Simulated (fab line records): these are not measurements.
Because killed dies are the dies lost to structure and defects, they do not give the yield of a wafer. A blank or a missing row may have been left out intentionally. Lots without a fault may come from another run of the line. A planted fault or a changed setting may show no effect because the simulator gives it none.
The same fault as seen by 2 desks :: flow gf180mcu :: each desk has only its own numbers; what lay behind them comes last

== FROM THE METROLOGY DESK ==
Means of the sampled wafers that have a number, per lot and without regard to the tool the lot ran on: this is what the gauges read. Marked OUT: a lot whose mean sits more than 4 standard deviations from the usual mean, which makes it out of limits; the brackets give that distance.
Columns: A = HV_LDD_CVD_54_THK at GF_HV_LDD_THK_MEAS_55, usual 9.93 nm; B = PSD_RS at GF_PSD_RS_MEAS_15, usual 108.6 ohm/sq; C = SALICIDE_TIN_RS at GF_SALICIDE_RS_MEAS_04, usual 16.3 ohm/sq
lot: L554
first seen here: day 12 11:00
A: 10.24
B: 109.1
C: 16.7

lot: L555
first seen here: day 12 23:08
A: 9.96
B: 108.1
C: 15.9

lot: L556
first seen here: day 13 03:19
A: 10.03
B: 108.8
C: 16.0

lot: L557
first seen here: day 13 12:38
A: 9.97
B: 108.6
C: 16.1

lot: L561
first seen here: day 14 20:39
A: 10.15
B: 108.8
C: 16.5

lot: L563
first seen here: day 15 08:41
A: 9.94
B: 111.0 (+7.1) OUT
C: 16.2

lot: L566
first seen here: day 16 12:17
A: 10.11
B: 108.7
C: 16.3

lot: L571
first seen here: day 18 09:01
A: 9.95
B: 108.3
C: 17.2

lot: L572
first seen here: day 18 19:23
A: 9.84
B: 108.3
C: 16.1

lot: L573
first seen here: day 18 21:42
A: 9.92
B: 108.4
C: 16.7

lot: L574
first seen here: day 19 06:46
A: 9.66
B: 108.7
C: 16.5
This desk's result: L563 out of limits, first on L563 (PSD_RS at GF_PSD_RS_MEAS_15), day 17 07:12. L554, L555, L556, L557, L561, L566, L571, L572, L573, L574 stayed within limits.

== DESK OF THE TOOL OWNER: implanter-01 ==
GF_PSD_IMPLANT_09, tool's own readings: per-lot mean of the sampled wafers with a number, covering each lot this tool ran. Marked OUT: a lot whose mean sits more than 4 standard deviations from the usual mean, which makes it out of limits; the brackets give that distance.
Columns: A = beam energy keV at GF_PSD_IMPLANT_09, usual 39.998; B = tilt deg at GF_PSD_IMPLANT_09, usual 6.999 degrees
lot: L556
first seen here: day 14 21:41
A: 39.993
B: 7.003

lot: L561
first seen here: day 16 17:35
A: 40.008
B: 7.008

lot: L563
first seen here: day 17 06:38
A: 38.421 (-99 or more) OUT
B: 7.035

lot: L571
first seen here: day 20 11:41
A: 39.998
B: 6.974

lot: L572
first seen here: day 20 21:34
A: 40.001
B: 6.990

lot: L573
first seen here: day 20 23:21
A: 39.998
B: 6.990

lot: L574
first seen here: day 21 09:08
A: 39.993
B: 6.970
This desk's finding: out of limits on L563; first on L563, day 17 06:38 (beam energy keV at GF_PSD_IMPLANT_09). L556, L561, L571, L572, L573, L574 stayed within limits.

== TAKEN TOGETHER ==
The tool owner's desk could have raised an alarm at day 17 06:38, on L563.
An alarm was possible from the metrology desk at day 17 07:12, on L563.
Of the lots named, all ran GF_PSD_IMPLANT_09 on implanter-01.

== WHAT WAS PUT IN BY THE SIMULATOR ==
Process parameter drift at GF_PSD_IMPLANT_09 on implanter-01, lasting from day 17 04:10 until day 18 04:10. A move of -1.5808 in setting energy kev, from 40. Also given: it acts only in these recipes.
Lots struck among those shown: L563.
Counting hours from when the fault started, the first reading out of limits came at 2 for the tool owner's desk and at 3 for the metrology desk.
